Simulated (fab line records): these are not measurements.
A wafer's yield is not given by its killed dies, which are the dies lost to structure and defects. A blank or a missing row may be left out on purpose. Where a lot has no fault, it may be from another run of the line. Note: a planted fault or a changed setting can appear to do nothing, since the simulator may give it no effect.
fab line records | flow sky130
record lots=11 | wafers=33 | lastDay=50
route steps=708 shown CONTACT@429 METAL1@434 PAD_OPEN@708
lots that met no fault: taken from a fault-free run of the same line
startH: hours from the record's opening day to when the first of the lot's shown wafers began | waitH: time in hours since the lot's previous step | " the same as in the row above | L1.1+2: several wafers, shown together as one row | - either no value or no given start | * or withheld: withheld | < > ~ a bound
route shown NAME@n: NAME is a module with steps in the file, n the number in the route of the first one | usual: average and standard deviation across the fault-free wafers | same: alike in all rows | chamber/n: place in a boat | sites: the reading at each site | _std_site: standard deviation across them | _edge_site: mean of outer sites minus mean of inner sites | radiusMm: for every site, how far away it sits from the centre of the wafer | mask NAME#n: copy n | behind: the most recent tool/chamber to have shaped the wafer | hold: reason for holding the lot/hours on hold/outcome of the hold | device: transistor that didn't switch, given as n, p or np | end of line: the tests these same wafers got at the end of their route | step lacking rows: just its recipe | killed: dies that structure and defects cost at the first sort, which is not the same as the wafer's yield | map: dies across one wafer; x = killed, . = not, _ = none there
set.NAME: the setting the step ran with; set.NAME@STEP: the setting that earlier step ran with | model.NAME: the simulator's own value behind a step, which no gauge read
a sample of lots followed through the steps of the route, with each step as a table and each wafer as a row
services: a tool's chamber out of use, with start hour (startH, from the record's first day; less than 0 if before it), hours out, and reason
## steps
# step SKY_CONTACT_SPUTTER_23
# recipe material=TiN | targetThkNm=20 | chamberPressurePa=5 | powerW=4000 | timeS=80
# usual throttleValvePct=30.1/1.2
lot.wafer | tool          | chamber | startH | waitH | throttleValvePct
L974.3    | pvdSputter-03 | -       | 719.19 | 0.0   | 31.3
L974.5    | "             | -       | "      | "     | 30.3
L974.6    | "             | -       | "      | "     | 31.6
L975.1    | pvdSputter-02 | -       | 726.68 | 0.0   | 29.4
L975.5    | "             | -       | "      | "     | 29.3
L975.6    | "             | -       | "      | "     | 30.2
L976.3    | pvdSputter-03 | -       | 738.31 | 0.0   | 31.6
L976.4    | "             | -       | "      | "     | 30.0
L976.6    | "             | -       | "      | "     | 29.9
L983.1    | pvdSputter-04 | -       | 816.20 | 0.0   | 29.8
L983.4    | "             | -       | "      | "     | 31.1
L983.6    | "             | -       | "      | "     | 29.5
L985.2    | pvdSputter-02 | -       | 819.89 | 0.0   | 31.5
L985.4    | "             | -       | "      | "     | 29.5
L985.6    | "             | -       | "      | "     | 30.0
L986.2    | pvdSputter-03 | -       | 827.58 | 0.0   | 31.0
L986.3    | "             | -       | "      | "     | 31.5
L986.4    | "             | -       | "      | "     | 30.0
L988.3    | pvdSputter-04 | -       | 838.48 | 0.0   | 29.6
L988.4    | "             | -       | "      | "     | 27.1
L988.6    | "             | -       | "      | "     | 27.4
L989.2    | pvdSputter-04 | -       | 843.41 | 0.0   | 30.7
L989.4    | "             | -       | "      | "     | 31.3
L989.5    | "             | -       | "      | "     | 31.0
L992.2    | pvdSputter-04 | -       | 866.05 | 0.0   | 31.1
L992.3    | "             | -       | "      | "     | 27.1
L992.6    | "             | -       | "      | "     | 29.5
L993.2    | pvdSputter-02 | -       | 877.80 | 0.0   | 31.2
L993.5    | "             | -       | "      | "     | 31.3
L993.6    | "             | -       | "      | "     | 29.5
L996.1    | pvdSputter-04 | -       | 897.63 | 0.0   | 30.5
L996.2    | "             | -       | "      | "     | 27.3
L996.4    | "             | -       | "      | "     | 29.7
# step SKY_CONTACT_CVD_24
# recipe material=W | targetThkNm=340 | timeS=102.12 | tempC=400 | pressureTorr=40
# usual heaterPowerW=812/93
lot.wafer | tool    | chamber | startH | waitH | heaterPowerW
L974.3    | cvdW-01 | 0       | 719.28 | 0.1   | 920
L974.5    | "       | 1       | "      | "     | 712
L974.6    | "       | 0       | "      | "     | 902
L975.1    | cvdW-01 | 0       | 726.74 | 0.0   | 929
L975.5    | "       | 0       | "      | "     | 929
L975.6    | "       | 1       | "      | "     | 702
L976.3    | cvdW-01 | 1       | 738.41 | 0.1   | 694
L976.4    | "       | 0       | "      | "     | 923
L976.6    | "       | 0       | "      | "     | 941
L983.1    | cvdW-02 | 0       | 816.26 | 0.0   | 759
L983.4    | "       | 0       | "      | "     | 754
L983.6    | "       | 0       | "      | "     | 763
L985.2    | cvdW-01 | 1       | 819.95 | 0.0   | 726
L985.4    | "       | 1       | "      | "     | 708
L985.6    | "       | 0       | "      | "     | 949
L986.2    | cvdW-01 | 1       | 827.64 | 0.0   | 718
L986.3    | "       | 0       | "      | "     | 915
L986.4    | "       | 1       | "      | "     | 692
L988.3    | cvdW-02 | 0       | 838.57 | 0.1   | 746
L988.4    | "       | 1       | "      | "     | 821
L988.6    | "       | 1       | "      | "     | 834
L989.2    | cvdW-01 | 0       | 843.47 | 0.0   | 920
L989.4    | "       | 0       | "      | "     | 924
L989.5    | "       | 0       | "      | "     | 943
L992.2    | cvdW-01 | 0       | 866.11 | 0.0   | 937
L992.3    | "       | 0       | "      | "     | 948
L992.6    | "       | 1       | "      | "     | 725
L993.2    | cvdW-02 | 0       | 877.86 | 0.0   | 787
L993.5    | "       | 0       | "      | "     | 764
L993.6    | "       | 1       | "      | "     | 826
L996.1    | cvdW-01 | 0       | 897.69 | 0.0   | 896
L996.2    | "       | 1       | "      | "     | 716
L996.4    | "       | 1       | "      | "     | 704
# step SKY_METAL1_SPUTTER_00
# recipe material=Ti | targetThkNm=15 | powerW=3000 | timeS=10 | chamberPressurePa=0.3899
# usual throttleValvePct=30.2/1
lot.wafer | tool          | chamber | startH | waitH | throttleValvePct
L974.3    | pvdSputter-01 | -       | 719.84 | 0.1   | 28.5
L974.5    | "             | -       | "      | "     | 30.4
L974.6    | "             | -       | "      | "     | 28.9
L975.1    | pvdSputter-03 | -       | 727.33 | 0.2   | 31.2
L975.5    | "             | -       | "      | "     | 31.0
L975.6    | "             | -       | "      | "     | 29.8
L976.3    | pvdSputter-04 | -       | 738.96 | 0.1   | 29.4
L976.4    | "             | -       | "      | "     | 27.3
L976.6    | "             | -       | "      | "     | 30.4
L983.1    | pvdSputter-03 | -       | 816.85 | 0.2   | 31.2
L983.4    | "             | -       | "      | "     | 29.4
L983.6    | "             | -       | "      | "     | 29.9
L985.2    | pvdSputter-03 | -       | 820.54 | 0.2   | 31.2
L985.4    | "             | -       | "      | "     | 29.6
L985.6    | "             | -       | "      | "     | 31.4
L986.2    | pvdSputter-04 | -       | 828.23 | 0.1   | 27.1
L986.3    | "             | -       | "      | "     | 29.5
L986.4    | "             | -       | "      | "     | 30.8
L988.3    | pvdSputter-01 | -       | 839.13 | 0.2   | 30.0
L988.4    | "             | -       | "      | "     | 28.8
L988.6    | "             | -       | "      | "     | 30.2
L989.2    | pvdSputter-03 | -       | 844.06 | 0.1   | 29.8
L989.4    | "             | -       | "      | "     | 31.2
L989.5    | "             | -       | "      | "     | 30.4
L992.2    | pvdSputter-03 | -       | 866.70 | 0.2   | 29.7
L992.3    | "             | -       | "      | "     | 31.3
L992.6    | "             | -       | "      | "     | 31.4
L993.2    | pvdSputter-03 | -       | 878.45 | 0.1   | 31.3
L993.5    | "             | -       | "      | "     | 31.3
L993.6    | "             | -       | "      | "     | 31.5
L996.1    | pvdSputter-03 | -       | 898.28 | 0.1   | 29.5
L996.2    | "             | -       | "      | "     | 31.3
L996.4    | "             | -       | "      | "     | 31.5
# step SKY_METAL1_METAL_ETCH_19
# recipe targetDepthA=3600 | stopOn=SiO2 | overEtchFrac=0.3 | timeS=78 | chemistry=Cl2/BCl3 | resistSidewallDeg=88 | pressureMtorr=10 | icpW=900 | biasW=48.5 | Cl2_flow_sccm=60 | bcl3FlowSccm=30
# usual drypumpMotorCurrentA=5.5/0.37 | oesProductAu=0.854/0.0059 | throttleValvePct=22.265/0.0078
lot.wafer | tool        | chamber | startH | waitH | drypumpMotorCurrentA | oesProductAu | rfHoursCounterH | throttleValvePct
L974.3    | rieMetal-04 | 1       | 747.23 | 0.1   | 4.9                  | 0.850        | -               | 22.248
L974.5    | "           | 1       | "      | "     | 4.8                  | 0.849        | -               | 22.264
L974.6    | "           | 0       | "      | "     | 6.2                  | 0.857        | -               | 22.249
L975.1    | rieMetal-02 | 0       | 754.90 | 0.0   | 5.7                  | 0.859        | 2               | 22.253
L975.5    | "           | 0       | "      | "     | 5.6                  | 0.865        | -               | 22.254
L975.6    | "           | 1       | "      | "     | 5.6                  | 0.854        | -               | 22.265
L976.3    | rieMetal-02 | 0       | 766.31 | 0.1   | 5.6                  | 0.855        | -               | 22.272
L976.4    | "           | 1       | "      | "     | 5.6                  | 0.863        | -               | 22.264
L976.6    | "           | 0       | "      | "     | 5.6                  | 0.856        | -               | 22.269
L983.1    | rieMetal-02 | 1       | 844.57 | 0.0   | 5.6                  | 0.852        | 1               | 22.269
L983.4    | "           | 1       | "      | "     | 5.6                  | 0.852        | -               | 22.239
L983.6    | "           | 0       | "      | "     | 5.6                  | 0.854        | -               | 22.258
L985.2    | rieMetal-02 | 1       | 847.87 | 0.0   | 5.6                  | 0.849        | 1               | 22.276
L985.4    | "           | 1       | "      | "     | 5.6                  | 0.853        | -               | 22.256
L985.6    | "           | 1       | "      | "     | 5.6                  | 0.862        | -               | 22.258
L986.2    | rieMetal-01 | 1       | 855.53 | 0.0   | 5.2                  | 0.858        | 14              | 22.274
L986.3    | "           | 0       | "      | "     | 5.6                  | 0.855        | -               | 22.270
L986.4    | "           | 1       | "      | "     | 5.2                  | 0.849        | -               | 22.262
L988.3    | rieMetal-01 | 0       | 867.10 | 0.1   | 5.6                  | 0.855        | -               | 22.268
L988.4    | "           | 1       | "      | "     | 5.2                  | 0.855        | -               | 22.268
L988.6    | "           | 0       | "      | "     | 5.6                  | 0.858        | -               | 22.260
L989.2    | rieMetal-01 | 1       | 871.81 | 0.0   | 5.2                  | 0.864        | 15              | 22.267
L989.4    | "           | 0       | "      | "     | 5.6                  | 0.860        | -               | 22.266
L989.5    | "           | 1       | "      | "     | 5.2                  | 0.865        | -               | 22.275
L992.2    | rieMetal-04 | 1       | 894.57 | 0.0   | 4.8                  | 0.853        | 15              | 22.253
L992.3    | "           | 0       | "      | "     | 6.2                  | 0.858        | -               | 22.271
L992.6    | "           | 1       | "      | "     | 4.8                  | 0.854        | -               | 22.270
L993.2    | rieMetal-01 | 1       | 905.22 | 0.0   | 5.2                  | 0.857        | 0               | 22.279
L993.5    | "           | 0       | "      | "     | 5.6                  | 0.857        | -               | 22.266
L993.6    | "           | 1       | "      | "     | 5.2                  | 0.864        | -               | 22.262
L996.1    | rieMetal-02 | 1       | 923.76 | 0.0   | 5.6                  | 0.854        | 4               | 22.273
L996.2    | "           | 0       | "      | "     | 5.6                  | 0.859        | 10              | 22.265
L996.4    | "           | 1       | "      | "     | 5.6                  | 0.852        | -               | 22.252
# step SKY_METAL1_STRIP_20
# recipe chemistry=O2/N2 | powerW=1400 | pressureMtorr=1500 | platenTempC=withheld | o2FlowSccm=3000 | n2FlowSccm=300 | overashFraction=0.5
# usual drypumpMotorCurrentA=5.6/0.49 | oesProductAu=0.343/0.0049 | stripTimeToEndpointS=2.71/0.033
lot.wafer | tool           | chamber | startH | waitH | drypumpMotorCurrentA | oesProductAu | rfHoursCounterH | stripTimeToEndpointS
L974.3    | plasmaAsher-01 | 0       | 747.32 | 0.1   | 5.7                  | 0.335        | -               | 2.69
L974.5    | "              | 1       | "      | "     | 5.4                  | 0.350        | -               | 2.71
L974.6    | "              | 0       | "      | "     | 5.6                  | 0.344        | -               | 2.69
L975.1    | plasmaAsher-02 | 1       | 754.99 | 0.1   | 6.5                  | 0.340        | 1               | 2.68
L975.5    | "              | 0       | "      | "     | 5.2                  | 0.341        | -               | 2.67
L975.6    | "              | 1       | "      | "     | 6.5                  | 0.341        | -               | 2.66
L976.3    | plasmaAsher-01 | 1       | 766.41 | 0.1   | 5.4                  | 0.336        | -               | 2.71
L976.4    | "              | 0       | "      | "     | 5.7                  | 0.348        | -               | 2.75
L976.6    | "              | 1       | "      | "     | 5.4                  | 0.344        | -               | 2.70
L983.1    | plasmaAsher-04 | 0       | 844.66 | 0.1   | 5.0                  | 0.357        | 44              | 3.04
L983.4    | "              | 0       | "      | "     | 5.0                  | 0.362        | -               | 3.03
L983.6    | "              | 0       | "      | "     | 5.0                  | 0.341        | -               | 2.70
L985.2    | plasmaAsher-02 | 0       | 847.96 | 0.1   | 5.2                  | 0.351        | 10              | 3.04
L985.4    | "              | 1       | "      | "     | 6.5                  | 0.355        | -               | 3.00
L985.6    | "              | 0       | "      | "     | 5.2                  | 0.360        | -               | 3.06
L986.2    | plasmaAsher-04 | 1       | 855.62 | 0.1   | 5.6                  | 0.344        | 45              | 2.70
L986.3    | "              | 0       | "      | "     | 5.0                  | 0.340        | -               | 2.72
L986.4    | "              | 1       | "      | "     | 5.6                  | 0.347        | -               | 2.71
L988.3    | plasmaAsher-04 | 0       | 867.20 | 0.1   | 5.0                  | 0.339        | -               | 2.77
L988.4    | "              | 1       | "      | "     | 5.6                  | 0.355        | -               | 2.74
L988.6    | "              | 1       | "      | "     | 5.6                  | 0.346        | -               | 2.74
L989.2    | plasmaAsher-02 | 0       | 871.90 | 0.1   | 5.2                  | 0.348        | 12              | 2.69
L989.4    | "              | 1       | "      | "     | 6.5                  | 0.336        | -               | 2.71
L989.5    | "              | 0       | "      | "     | 5.3                  | 0.338        | -               | 2.64
L992.2    | plasmaAsher-01 | 1       | 894.66 | 0.1   | 5.4                  | 0.350        | 73              | 2.71
L992.3    | "              | 0       | "      | "     | 5.6                  | 0.352        | -               | 2.78
L992.6    | "              | 1       | "      | "     | 5.4                  | 0.348        | -               | 2.74
L993.2    | plasmaAsher-01 | 0       | 905.31 | 0.1   | 5.7                  | 0.341        | 74              | 2.70
L993.5    | "              | 0       | "      | "     | 5.7                  | 0.340        | -               | 2.74
L993.6    | "              | 1       | "      | "     | 5.4                  | 0.340        | -               | 2.68
L996.1    | plasmaAsher-02 | 0       | 923.85 | 0.1   | 5.2                  | 0.344        | 18              | 2.73
L996.2    | "              | 1       | "      | "     | 6.5                  | 0.343        | 18              | 2.71
L996.4    | "              | 1       | "      | "     | 6.4                  | 0.344        | -               | 2.70
# step SKY_PAD_OPEN_PROBE_99
# usual defectLimitedYield=82.5/1.9 | killed_at_M0_to_M3=44/6.6 | killed_at_M4_up=3.0/2 | killedAtContacts=24/5.1 | killedAtFrontEnd=15/4.1 | killedAtOther=0.4/0.62 | killedDies=86/9.3 | killedOpen=46/6.8 | killedShort=40/5.8 | sort_bin_3_pad_short=0.8/0.4 | sort_bin_5_function=10.3/1.4 | sort_bin_6_memory=6.4/1 | sortNPass=406/9.3 | sortYieldPct=82.5/1.9
# same grossDies=492 | killedAtBackSide=0 | sort_bin_4_leakage[%]=0 | sort_bin_8_speed[%]=0
lot.wafer | tool      | chamber | startH  | waitH | defectLimitedYield[%] | killed_at_M0_to_M3 | killed_at_M4_up | killedAtContacts | killedAtFrontEnd | killedAtOther | killedDies | killedOpen | killedShort | sort_bin_3_pad_short[%] | sort_bin_5_function[%] | sort_bin_6_memory[%] | sortNPass | sortYieldPct[%]
L983.1    | prober-02 | -       | 1139.28 | 0.1   | 84.3                  | 44                 | 4               | 18               | 10               | 1             | 77         | 44         | 33          | 0.2                     | 9.1                    | 6.3                  | 415       | 84.3
L983.4    | prober-02 | -       | 1139.43 | 0.2   | 84.8                  | 35                 | 3               | 23               | 14               | 0             | 75         | 36         | 39          | 1.2                     | 8.5                    | 5.5                  | 417       | 84.8
L983.6    | prober-02 | -       | 1139.53 | 0.2   | 84.8                  | 40                 | 3               | 25               | 7                | 0             | 75         | 32         | 43          | 0.6                     | 10.4                   | 4.3                  | 417       | 84.8
L985.2    | prober-01 | -       | 1140.12 | 0.1   | 86.0                  | 43                 | 3               | 14               | 9                | 0             | 69         | 31         | 38          | 0.6                     | 8.1                    | 5.3                  | 423       | 86.0
L985.4    | prober-01 | -       | 1140.22 | 0.2   | 83.5                  | 36                 | 3               | 25               | 17               | 0             | 81         | 46         | 35          | 0.8                     | 8.9                    | 6.7                  | 411       | 83.5
L985.6    | prober-01 | -       | 1140.32 | 0.2   | 80.7                  | 60                 | 2               | 21               | 12               | 0             | 95         | 43         | 51          | 1.0                     | 12.6                   | 5.7                  | 397       | 80.7
L986.2    | prober-01 | -       | 1144.96 | 0.1   | 83.7                  | 45                 | 3               | 18               | 14               | 0             | 80         | 39         | 41          | 0.6                     | 7.7                    | 7.9                  | 412       | 83.7
L986.3    | prober-01 | -       | 1145.01 | 0.2   | 81.1                  | 55                 | 2               | 12               | 24               | 0             | 93         | 56         | 37          | 0.6                     | 11.4                   | 6.9                  | 399       | 81.1
L986.4    | prober-01 | -       | 1145.06 | 0.2   | 81.7                  | 54                 | 3               | 20               | 12               | 1             | 90         | 41         | 49          | 1.4                     | 9.3                    | 7.5                  | 402       | 81.7
L988.3    | prober-01 | -       | 1150.60 | 0.2   | 79.5                  | 47                 | 5               | 31               | 18               | 0             | 101        | 51         | 50          | 0.4                     | 13.0                   | 7.1                  | 391       | 79.5
L988.4    | prober-01 | -       | 1150.65 | 0.2   | 79.5                  | 64                 | 2               | 20               | 14               | 1             | 101        | 59         | 42          | 1.0                     | 11.6                   | 7.9                  | 391       | 79.5
L988.6    | prober-01 | -       | 1150.75 | 0.2   | 83.7                  | 45                 | 2               | 22               | 11               | 0             | 80         | 44         | 36          | 0.8                     | 10.6                   | 4.9                  | 412       | 83.7
L989.2    | prober-02 | -       | 1154.69 | 0.1   | 82.3                  | 42                 | 5               | 27               | 13               | 0             | 87         | 48         | 39          | 1.0                     | 10.2                   | 6.5                  | 405       | 82.3
L989.4    | prober-02 | -       | 1154.79 | 0.2   | 80.1                  | 41                 | 11              | 28               | 18               | 0             | 98         | 49         | 49          | 0.6                     | 12.4                   | 6.9                  | 394       | 80.1
L989.5    | prober-02 | -       | 1154.84 | 0.2   | 85.4                  | 32                 | 4               | 23               | 13               | 0             | 72         | 32         | 40          | 0.2                     | 8.7                    | 5.7                  | 420       | 85.4
L993.2    | prober-02 | -       | 1178.91 | 0.1   | 79.3                  | 54                 | 0               | 30               | 17               | 1             | 102        | 60         | 42          | 0.6                     | 12.0                   | 8.1                  | 390       | 79.3
L993.5    | prober-02 | -       | 1179.06 | 0.2   | 80.1                  | 54                 | 2               | 23               | 19               | 0             | 98         | 58         | 40          | 1.0                     | 11.0                   | 7.9                  | 394       | 80.1
L993.6    | prober-02 | -       | 1179.11 | 0.2   | 80.3                  | 47                 | 5               | 25               | 20               | 0             | 97         | 49         | 48          | 1.2                     | 11.8                   | 6.7                  | 395       | 80.3
L996.1    | prober-02 | -       | 1188.01 | 0.1   | 83.1                  | 38                 | 1               | 24               | 20               | 0             | 83         | 45         | 38          | 0.4                     | 11.4                   | 5.1                  | 409       | 83.1
L996.2    | prober-02 | -       | 1188.06 | 0.1   | 80.7                  | 50                 | 3               | 27               | 15               | 0             | 95         | 58         | 37          | 1.6                     | 12.4                   | 5.3                  | 397       | 80.7
L996.4    | prober-02 | -       | 1188.16 | 0.2   | 82.7                  | 49                 | 3               | 18               | 15               | 0             | 85         | 45         | 40          | 0.4                     | 11.0                   | 5.9                  | 407       | 82.7
# killed by level:class
L983.1 CONTACT:geometricParticle:open=10 VIA2:geometricParticle:open=9 METAL2:geometricParticle:short=7 VIA1:geometricParticle:open=6 POLY_GATE:geometricParticle:short=4 VIA1:geometricParticle:short=4 CONTACT:geometricParticle:short=4 METAL1:geometricParticle:short=4
L983.4 METAL2:geometricParticle:short=9 LI_CONTACT:geometricParticle:open=8 FIELD_ISO:geometricParticle:short=7 CONTACT:geometricParticle:open=6 METAL1:geometricParticle:short=6 VIA1:geometricParticle:open=5 METAL3:geometricParticle:short=4 FIELD_ISO:geometricParticle:open=3
L983.6 VIA1:geometricParticle:open=9 VIA1:geometricParticle:short=8 METAL2:geometricParticle:short=7 CONTACT:geometricParticle:short=7 CONTACT:geometricParticle:open=7 LI_CONTACT:geometricParticle:open=5 METAL3:geometricParticle:short=4 VIA2:geometricParticle:open=4
L985.2 METAL1:geometricParticle:short=12 VIA1:geometricParticle:open=8 VIA2:geometricParticle:open=6 LOCAL_INTERCONNECT:geometricParticle:short=4 VIA3:geometricParticle:short=4 FIELD_ISO:geometricParticle:short=3 LI_CONTACT:geometricParticle:open=3 CONTACT:geometricParticle:open=3
L985.4 CONTACT:geometricParticle:open=9 VIA3:geometricParticle:open=7 VIA1:geometricParticle:open=7 LOCAL_INTERCONNECT:geometricParticle:short=6 METAL1:geometricParticle:short=6 FIELD_ISO:geometricParticle:open=5 POLY_GATE:geometricParticle:open=5 LI_CONTACT:geometricParticle:open=5
L985.6 VIA1:geometricParticle:open=12 METAL1:geometricParticle:short=11 LOCAL_INTERCONNECT:geometricParticle:short=7 VIA2:geometricParticle:open=7 VIA1:geometricParticle:short=6 METAL3:geometricParticle:short=6 CONTACT:geometricParticle:short=5 CONTACT:geometricParticle:open=5
L986.2 VIA1:geometricParticle:open=10 FIELD_ISO:geometricParticle:short=7 VIA1:geometricParticle:short=7 METAL2:geometricParticle:short=6 CONTACT:geometricParticle:open=5 VIA3:geometricParticle:open=5 LI_CONTACT:geometricParticle:open=4 LOCAL_INTERCONNECT:geometricParticle:short=4
L986.3 VIA1:geometricParticle:open=12 FIELD_ISO:geometricParticle:open=10 VIA3:geometricParticle:open=9 FIELD_ISO:geometricParticle:short=6 VIA2:geometricParticle:open=6 VIA1:geometricParticle:short=5 POLY_GATE:geometricParticle:open=5 CONTACT:geometricParticle:open=5
L986.4 METAL2:geometricParticle:short=8 VIA1:geometricParticle:open=8 METAL1:geometricParticle:short=7 CONTACT:geometricParticle:open=6 VIA3:geometricParticle:open=6 LI_CONTACT:geometricParticle:short=5 LI_CONTACT:geometricParticle:open=5 VIA2:geometricParticle:open=5
L988.3 CONTACT:geometricParticle:open=13 LI_CONTACT:geometricParticle:open=11 METAL1:geometricParticle:short=10 VIA1:geometricParticle:open=8 METAL2:geometricParticle:short=6 POLY_GATE:geometricParticle:short=5 VIA1:geometricParticle:short=5 VIA3:geometricParticle:open=5
L988.4 VIA1:geometricParticle:open=15 VIA3:geometricParticle:open=12 METAL1:geometricParticle:short=8 VIA2:geometricParticle:open=7 CONTACT:geometricParticle:open=7 VIA1:geometricParticle:short=7 POLY_GATE:geometricParticle:open=6 LI_CONTACT:geometricParticle:open=5
L988.6 VIA1:geometricParticle:open=12 CONTACT:geometricParticle:open=10 VIA1:geometricParticle:short=7 LI_CONTACT:geometricParticle:open=6 VIA3:geometricParticle:short=6 VIA2:geometricParticle:open=5 FIELD_ISO:geometricParticle:open=4 CONTACT:geometricParticle:short=4
L989.2 VIA1:geometricParticle:open=18 CONTACT:geometricParticle:open=9 LOCAL_INTERCONNECT:geometricParticle:short=6 VIA3:geometricParticle:open=6 VIA1:geometricParticle:short=5 FIELD_ISO:geometricParticle:open=4 LI_CONTACT:geometricParticle:open=4 CONTACT:geometricParticle:short=4
L989.4 CONTACT:geometricParticle:open=10 METAL4:geometricParticle:short=9 VIA1:geometricParticle:open=7 VIA2:geometricParticle:open=7 LI_CONTACT:geometricParticle:open=6 CONTACT:geometricParticle:short=6 METAL1:geometricParticle:short=6 VIA3:geometricParticle:open=6
L989.5 CONTACT:geometricParticle:open=8 LI_CONTACT:geometricParticle:open=6 VIA1:geometricParticle:short=6 VIA1:geometricParticle:open=6 FIELD_ISO:geometricParticle:short=5 METAL2:geometricParticle:short=4 METAL4:geometricParticle:short=4 POLY_GATE:geometricParticle:open=3
L993.2 VIA1:geometricParticle:open=15 CONTACT:geometricParticle:open=10 LI_CONTACT:geometricParticle:open=8 VIA3:geometricParticle:open=8 POLY_GATE:geometricParticle:open=6 VIA3:geometricParticle:short=6 POLY_GATE:geometricParticle:short=5 METAL1:geometricParticle:short=5
L993.5 VIA2:geometricParticle:open=11 LI_CONTACT:geometricParticle:open=10 VIA1:geometricParticle:open=9 VIA3:geometricParticle:open=8 CONTACT:geometricParticle:open=7 FIELD_ISO:geometricParticle:open=5 VIA2:geometricParticle:short=5 METAL2:geometricParticle:short=5
L993.6 CONTACT:geometricParticle:open=10 METAL2:geometricParticle:short=9 VIA1:geometricParticle:open=8 METAL1:geometricParticle:short=7 VIA2:geometricParticle:open=7 FIELD_ISO:geometricParticle:open=6 LOCAL_INTERCONNECT:geometricParticle:short=6 FIELD_ISO:geometricParticle:short=5
L996.1 CONTACT:geometricParticle:open=11 VIA1:geometricParticle:open=11 POLY_GATE:geometricParticle:open=6 POLY_GATE:geometricParticle:short=5 LI_CONTACT:geometricParticle:open=5 METAL1:geometricParticle:short=5 METAL2:geometricParticle:short=5 VIA2:geometricParticle:open=4
L996.2 VIA1:geometricParticle:open=15 METAL2:geometricParticle:short=14 CONTACT:geometricParticle:open=11 LI_CONTACT:geometricParticle:open=8 FIELD_ISO:geometricParticle:open=7 VIA1:geometricParticle:short=6 CONTACT:geometricParticle:short=5 VIA2:geometricParticle:open=5
L996.4 VIA1:geometricParticle:open=14 CONTACT:geometricParticle:open=7 METAL1:geometricParticle:short=7 VIA1:geometricParticle:short=7 POLY_GATE:geometricParticle:open=6 METAL3:geometricParticle:short=4 LI_CONTACT:geometricParticle:open=4 VIA3:geometricParticle:open=4
## services
tool           | chamber | startH | hours | kind
rieMetal-02    | 1       | 720.19 | 1.3   | repair
rieMetal-04    | -       | 724.11 | 14.6  | pm
plasmaAsher-02 | -       | 733.75 | 9.0   | pm
plasmaAsher-02 | -       | 737.95 | 3.9   | repair
plasmaAsher-02 | -       | 741.57 | 0.5   | repair
cvdW-02        | 1       | 742.08 | 6.8   | repair
pvdSputter-01  | -       | 744.41 | 60.3  | repair
pvdSputter-01  | -       | 748.20 | 5.6   | repair
cvdW-01        | -       | 753.35 | 6.0   | pm
rieMetal-02    | 1       | 778.40 | 13.6  | repair
cvdW-01        | -       | 795.52 | 3.8   | pm
rieMetal-04    | -       | 811.82 | 2.8   | pm
rieMetal-01    | -       | 828.55 | 14.6  | pm
plasmaAsher-01 | -       | 832.91 | 2.8   | pm
plasmaAsher-02 | -       | 833.90 | 2.6   | repair
pvdSputter-04  | -       | 843.98 | 14.7  | repair
cvdW-02        | -       | 870.64 | 1.0   | repair
cvdW-02        | -       | 901.08 | 6.0   | pm
pvdSputter-04  | -       | 903.38 | 32.2  | repair
cvdW-01        | -       | 904.00 | 14.0  | pm
rieMetal-02    | 1       | 905.05 | 10.4  | repair
pvdSputter-01  | -       | 915.19 | 2.7   | repair
plasmaAsher-04 | -       | 917.96 | 3.3   | repair
cvdW-01        | -       | 920.78 | 6.9   | pm
## key
firstSign step=SKY_METAL1_STRIP_20 | reading=stripTimeToEndpointS | direction=up | sigmas=9.7 | usual=* | struck=*
effect step=SKY_METAL1_STRIP_20 | reading=oesProductAu | direction=up | sigmas=2.9 | usual=0.343 | struck=0.357
metAt SKY_METAL1_METAL_ETCH_19
struckLots L983,L985
struckWafers L983.1,L983.4,L985.2,L985.4,L985.6
notActingAt SKY_CONTACT_SPUTTER_23,SKY_CONTACT_CVD_24,SKY_METAL1_SPUTTER_00
onsetBetween 766.31 844.57
fault kind=processParameterDrift | tool=rieMetal-02 | chamber=1 | onsetH=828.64 | steps=SKY_METAL1_METAL_ETCH_19 | channel=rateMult | offset=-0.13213 | shape=step | endH=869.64
